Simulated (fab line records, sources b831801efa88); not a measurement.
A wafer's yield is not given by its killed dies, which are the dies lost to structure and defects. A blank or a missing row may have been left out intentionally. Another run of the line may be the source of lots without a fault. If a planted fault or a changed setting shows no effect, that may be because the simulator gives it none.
Which tool did it? || flow sky130 || 24 lots with 72 wafers sampled at 3 steps, on a route of 708 steps

WHAT EACH GAUGE READ, for each wafer
SKY_VIA1_THK_MEAS_01. Usual: VIA1_HDPCVD_THK typically reads 1033 nm, with standard deviation 9.2.
{"lot": "L074", "measured": "day 32 11:14", "on": "film metro-01", "VIA1_HDPCVD_THK (nm)": "1048 1037 1028", "flag": ""}
{"lot": "L075", "measured": "day 32 21:29", "on": "film metro-02", "VIA1_HDPCVD_THK (nm)": "1054 1051 1043", "flag": ""}
{"lot": "L076", "measured": "day 34 04:50", "on": "film metro-04", "VIA1_HDPCVD_THK (nm)": "1029 1025 1022", "flag": ""}
{"lot": "L078", "measured": "day 34 06:31", "on": "film metro-04", "VIA1_HDPCVD_THK (nm)": "1022 1035 1035", "flag": ""}
{"lot": "L077", "measured": "day 34 07:53", "on": "film metro-01", "VIA1_HDPCVD_THK (nm)": "1029 1034 1041", "flag": ""}
{"lot": "L079", "measured": "day 34 09:07", "on": "film metro-04", "VIA1_HDPCVD_THK (nm)": "1036 1025 1028", "flag": ""}
{"lot": "L080", "measured": "day 34 16:56", "on": "film metro-04", "VIA1_HDPCVD_THK (nm)": "1036 1042 1030", "flag": ""}
{"lot": "L081", "measured": "day 35 12:38", "on": "film metro-01", "VIA1_HDPCVD_THK (nm)": "1045 1042 1040", "flag": ""}
{"lot": "L082", "measured": "day 35 14:03", "on": "film metro-02", "VIA1_HDPCVD_THK (nm)": "1042 1050 1053", "flag": ""}
{"lot": "L083", "measured": "day 35 17:20", "on": "film metro-04", "VIA1_HDPCVD_THK (nm)": "1025 1033 1036", "flag": ""}
{"lot": "L084", "measured": "day 35 22:11", "on": "film metro-02", "VIA1_HDPCVD_THK (nm)": "1022 1012 1016", "flag": ""}
{"lot": "L085", "measured": "day 36 08:42", "on": "film metro-04", "VIA1_HDPCVD_THK (nm)": "1022 1029 1028", "flag": ""}
{"lot": "L086", "measured": "day 36 10:23", "on": "film metro-01", "VIA1_HDPCVD_THK (nm)": "1034 1041 1030", "flag": ""}
{"lot": "L087", "measured": "day 37 01:20", "on": "film metro-02", "VIA1_HDPCVD_THK (nm)": "1022 1025 1025", "flag": ""}
{"lot": "L088", "measured": "day 37 09:52", "on": "film metro-04", "VIA1_HDPCVD_THK (nm)": "1044 1033 1034", "flag": ""}
{"lot": "L089", "measured": "day 37 16:47", "on": "film metro-01", "VIA1_HDPCVD_THK (nm)": "1026 1030 1024", "flag": ""}
{"lot": "L090", "measured": "day 37 23:44", "on": "film metro-01", "VIA1_HDPCVD_THK (nm)": "1038 1045 1042", "flag": ""}
{"lot": "L091", "measured": "day 38 08:22", "on": "film metro-01", "VIA1_HDPCVD_THK (nm)": "1036 1034 1039", "flag": ""}
{"lot": "L092", "measured": "day 38 09:41", "on": "film metro-01", "VIA1_HDPCVD_THK (nm)": "1015 1018 1019", "flag": ""}
{"lot": "L093", "measured": "day 39 03:28", "on": "film metro-04", "VIA1_HDPCVD_THK (nm)": "1040 1038 1033", "flag": ""}
{"lot": "L094", "measured": "day 39 05:44", "on": "film metro-02", "VIA1_HDPCVD_THK (nm)": "1023 1021 1030", "flag": ""}
{"lot": "L095", "measured": "day 39 12:29", "on": "film metro-01", "VIA1_HDPCVD_THK (nm)": "1043 1037 1032", "flag": ""}
{"lot": "L097", "measured": "day 40 22:29", "on": "film metro-01", "VIA1_HDPCVD_THK (nm)": "1040 1040 1033", "flag": ""}
{"lot": "L096", "measured": "day 41 00:50", "on": "film metro-04", "VIA1_HDPCVD_THK (nm)": "1026 1016 1032", "flag": ""}

SKY_METAL2_RS_MEAS_05: measurement is done with a four-point probe. Usual: METAL2_ALCU_RS typically reads 0.1269 ohm/sq, with standard deviation 0.0012.
{"lot": "L074", "measured": "day 33 15:57", "on": "film metro-01", "METAL2_ALCU_RS (ohm/sq)": "0.1265 0.1260 0.1257", "flag": ""}
{"lot": "L075", "measured": "day 34 01:05", "on": "film metro-03", "METAL2_ALCU_RS (ohm/sq)": "0.1284 0.1281 0.1291", "flag": ""}
{"lot": "L076", "measured": "day 35 09:12", "on": "film metro-03", "METAL2_ALCU_RS (ohm/sq)": "0.1274 0.1271 0.1262", "flag": ""}
{"lot": "L078", "measured": "day 35 10:41", "on": "film metro-03", "METAL2_ALCU_RS (ohm/sq)": "0.1255 0.1255 0.1244", "flag": ""}
{"lot": "L077", "measured": "day 35 12:33", "on": "film metro-03", "METAL2_ALCU_RS (ohm/sq)": "0.1271 0.1267 0.1288", "flag": ""}
{"lot": "L079", "measured": "day 35 13:30", "on": "film metro-01", "METAL2_ALCU_RS (ohm/sq)": "0.1281 0.1280 0.1286", "flag": ""}
{"lot": "L080", "measured": "day 35 21:26", "on": "film metro-01", "METAL2_ALCU_RS (ohm/sq)": "0.1266 0.1289 0.1282", "flag": ""}
{"lot": "L081", "measured": "day 36 17:30", "on": "film metro-04", "METAL2_ALCU_RS (ohm/sq)": "0.1262 0.1269 0.1271", "flag": ""}
{"lot": "L082", "measured": "day 36 18:18", "on": "film metro-03", "METAL2_ALCU_RS (ohm/sq)": "0.1270 0.1254 0.1261", "flag": ""}
{"lot": "L083", "measured": "day 36 21:26", "on": "film metro-04", "METAL2_ALCU_RS (ohm/sq)": "0.1279 0.1282 0.1276", "flag": ""}
{"lot": "L084", "measured": "day 37 02:05", "on": "film metro-01", "METAL2_ALCU_RS (ohm/sq)": "0.1285 0.1272 0.1285", "flag": ""}
{"lot": "L085", "measured": "day 37 13:01", "on": "film metro-03", "METAL2_ALCU_RS (ohm/sq)": "0.1264 0.1268 0.1275", "flag": ""}
{"lot": "L086", "measured": "day 37 15:19", "on": "film metro-03", "METAL2_ALCU_RS (ohm/sq)": "0.1277 0.1279 0.1269", "flag": ""}
{"lot": "L087", "measured": "day 38 05:20", "on": "film metro-03", "METAL2_ALCU_RS (ohm/sq)": "0.1284 0.1283 0.1286", "flag": ""}
{"lot": "L088", "measured": "day 38 13:26", "on": "film metro-03", "METAL2_ALCU_RS (ohm/sq)": "0.1238 0.1241 0.1243", "flag": ""}
{"lot": "L089", "measured": "day 38 20:25", "on": "film metro-04", "METAL2_ALCU_RS (ohm/sq)": "0.1260 0.1260 0.1253", "flag": ""}
{"lot": "L090", "measured": "day 39 03:11", "on": "film metro-03", "METAL2_ALCU_RS (ohm/sq)": "0.1263 0.1270 0.1276", "flag": ""}
{"lot": "L091", "measured": "day 39 11:47", "on": "film metro-04", "METAL2_ALCU_RS (ohm/sq)": "0.1278 0.1281 0.1274", "flag": ""}
{"lot": "L092", "measured": "day 39 12:59", "on": "film metro-01", "METAL2_ALCU_RS (ohm/sq)": "0.1266 0.1281 0.1262", "flag": ""}
{"lot": "L093", "measured": "day 40 05:52", "on": "film metro-04", "METAL2_ALCU_RS (ohm/sq)": "0.1253 0.1257 0.1246", "flag": ""}
{"lot": "L094", "measured": "day 40 08:47", "on": "film metro-03", "METAL2_ALCU_RS (ohm/sq)": "0.1278 0.1273 0.1276", "flag": ""}
{"lot": "L095", "measured": "day 40 14:47", "on": "film metro-03", "METAL2_ALCU_RS (ohm/sq)": "0.1262 0.1269 0.1265", "flag": ""}
{"lot": "L097", "measured": "day 42 00:05", "on": "film metro-03", "METAL2_ALCU_RS (ohm/sq)": "0.1274 0.1275 0.1253", "flag": ""}
{"lot": "L096", "measured": "day 42 02:38", "on": "film metro-03", "METAL2_ALCU_RS (ohm/sq)": "0.1254 0.1258 0.1264", "flag": ""}

SKY_VIA3_RS_MEAS_22: measurement is done with a four-point probe. Usual: VIA3_W_RS typically reads 0.2958 ohm/sq, with standard deviation 0.0027.
{"lot": "L074", "measured": "day 39 08:50", "on": "film metro-02", "VIA3_W_RS (ohm/sq)": "0.2972 0.2975 0.2967", "flag": ""}
{"lot": "L075", "measured": "day 39 18:51", "on": "film metro-04", "VIA3_W_RS (ohm/sq)": "0.2932 0.2881 0.2966", "flag": ""}
{"lot": "L076", "measured": "day 40 22:51", "on": "film metro-02", "VIA3_W_RS (ohm/sq)": "0.3000 0.2968 0.2968", "flag": ""}
{"lot": "L078", "measured": "day 41 00:44", "on": "film metro-01", "VIA3_W_RS (ohm/sq)": "0.2967 0.2990 0.3006", "flag": ""}
{"lot": "L077", "measured": "day 41 01:04", "on": "film metro-04", "VIA3_W_RS (ohm/sq)": "0.2957 0.2974 0.2946", "flag": ""}
{"lot": "L079", "measured": "day 41 03:26", "on": "film metro-04", "VIA3_W_RS (ohm/sq)": "0.2933 0.2883 0.2945", "flag": ""}
{"lot": "L080", "measured": "day 41 10:05", "on": "film metro-02", "VIA3_W_RS (ohm/sq)": "0.2972 0.2949 0.3005", "flag": ""}
{"lot": "L081", "measured": "day 42 04:29", "on": "film metro-01", "VIA3_W_RS (ohm/sq)": "0.2999 0.2980 0.2982", "flag": ""}
{"lot": "L082", "measured": "day 42 04:58", "on": "film metro-02", "VIA3_W_RS (ohm/sq)": "0.2991 0.2929 0.2993", "flag": ""}
{"lot": "L083", "measured": "day 42 08:15", "on": "film metro-04", "VIA3_W_RS (ohm/sq)": "0.2920 0.2977 0.2973", "flag": ""}
{"lot": "L084", "measured": "day 42 13:04", "on": "film metro-02", "VIA3_W_RS (ohm/sq)": "0.2972 0.2963 0.2912", "flag": ""}
{"lot": "L085", "measured": "day 42 21:56", "on": "film metro-02", "VIA3_W_RS (ohm/sq)": "0.2928 0.2951 0.2923", "flag": ""}
{"lot": "L086", "measured": "day 42 23:53", "on": "film metro-04", "VIA3_W_RS (ohm/sq)": "0.2916 0.2943 0.2946", "flag": ""}
{"lot": "L087", "measured": "day 43 13:17", "on": "film metro-02", "VIA3_W_RS (ohm/sq)": "0.2950 0.2909 0.2934", "flag": ""}
{"lot": "L088", "measured": "day 43 19:01", "on": "film metro-04", "VIA3_W_RS (ohm/sq)": "0.2916 0.2901 0.2952", "flag": ""}
{"lot": "L089", "measured": "day 44 01:22", "on": "film metro-02", "VIA3_W_RS (ohm/sq)": "0.2982 0.2965 0.2993", "flag": ""}
{"lot": "L090", "measured": "day 44 09:11", "on": "film metro-02", "VIA3_W_RS (ohm/sq)": "0.2977 0.2939 0.2984", "flag": ""}
{"lot": "L091", "measured": "day 44 15:27", "on": "film metro-01", "VIA3_W_RS (ohm/sq)": "0.2950 0.2969 0.2940", "flag": ""}
{"lot": "L092", "measured": "day 44 16:12", "on": "film metro-02", "VIA3_W_RS (ohm/sq)": "0.2940 0.2951 0.2979", "flag": ""}
{"lot": "L093", "measured": "day 45 09:25", "on": "film metro-04", "VIA3_W_RS (ohm/sq)": "0.2971 0.2949 0.2955", "flag": ""}
{"lot": "L094", "measured": "day 45 10:45", "on": "film metro-01", "VIA3_W_RS (ohm/sq)": "0.2962 0.2941 0.2992", "flag": ""}
{"lot": "L095", "measured": "day 45 14:59", "on": "film metro-04", "VIA3_W_RS (ohm/sq)": "0.2959 0.2989 0.2954", "flag": ""}
{"lot": "L097", "measured": "day 46 18:50", "on": "film metro-01", "VIA3_W_RS (ohm/sq)": "0.3035 0.2950 0.2977", "flag": ""}
{"lot": "L096", "measured": "day 46 22:37", "on": "film metro-01", "VIA3_W_RS (ohm/sq)": "0.2914 0.2953 0.2949", "flag": ""}

WHICH TOOL RAN EACH LOT (tool, then ch and the chambers of the sampled wafers, then the start)
The record holds no process step before these readings.

WHAT THE TOOLS THEMSELVES READ (means of the sampled wafers that have a number; where no wafer has one, the mark that the record gives instead)
The record holds no such reading with a usual standard deviation.

THE ANSWER, worked out from the rows above alone
Rule: take the mean of a lot's wafers that have a number; if it is more than 3 standard deviations from the usual mean, the lot is off. Also off: a lot with no number at a reading for which 4 or more lots have one. Where the step has rows for the other lots, those lots are counted as sound. First the gauges in route order, then the tools' own readings, where a lot's mean is used as printed above. At the first step where some lot is off, the reading lying furthest off is the one used; lots without a number count as furthest.
None of the lots is off at any reading shown; this tells nothing.

WHAT THE SIMULATOR HAD INSERTED
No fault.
